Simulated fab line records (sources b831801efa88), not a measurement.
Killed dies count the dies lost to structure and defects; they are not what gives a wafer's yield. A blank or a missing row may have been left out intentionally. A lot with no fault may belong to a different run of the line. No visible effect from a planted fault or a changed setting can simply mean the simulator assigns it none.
Chamber matching / flow sky130 / SKY_CONTACT_CVD_00 on pecvd-01 has 3 sister chambers
The step deposits Si3N4, target thk 75 nm. 6 wafers are shown with their chamber, then 8 later ones without.

WAFERS WITH THEIR CHAMBER
wafer=L082.5; chamber=1; heater-power-w (W)=831
wafer=L087.5; chamber=0; heater-power-w (W)=686
wafer=L089.1; chamber=2; heater-power-w (W)=544
wafer=L089.3; chamber=1; heater-power-w (W)=844
wafer=L089.6; chamber=2; heater-power-w (W)=547
wafer=L090.2; chamber=0; heater-power-w (W)=738

WAFERS WITH NO CHAMBER GIVEN
wafer=L090.3; heater-power-w (W)=594
wafer=L090.5; heater-power-w (W)=619
wafer=L092.1; heater-power-w (W)=867
wafer=L092.2; heater-power-w (W)=759
wafer=L092.5; heater-power-w (W)=826
wafer=L094.3; heater-power-w (W)=734
wafer=L094.4; heater-power-w (W)=860
wafer=L094.5; heater-power-w (W)=537

THE CHAMBER EACH PASSED THROUGH
wafer=L090.3; from the rows above=2; in truth=2
wafer=L090.5; from the rows above=can't be placed: 2 or 0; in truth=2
wafer=L092.1; from the rows above=1; in truth=1
wafer=L092.2; from the rows above=can't be placed: 0 or 1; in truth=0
wafer=L092.5; from the rows above=1; in truth=1
wafer=L094.3; from the rows above=0; in truth=0
wafer=L094.4; from the rows above=1; in truth=1
wafer=L094.5; from the rows above=2; in truth=2
6 of 8 placed correctly. From these rows, 2 cannot be placed; in 2 the true chamber is one of the candidates. 0 placed wrongly.
How it was worked out, from the rows above alone: a wafer's distance from a chamber is the root of the sum, over the readings, of the square of ((its reading less the chamber's mean) divided by the reading's scatter). If the next closest chamber is less than 2 further off than the closest, the wafer can't be placed; otherwise it belongs to the closest. For every chamber, the mean is computed from those of its wafers that are shown. The scatter: the root of (the sum of the squares of (reading less its chamber's mean) over the shown wafers, divided by (wafers less chambers)).
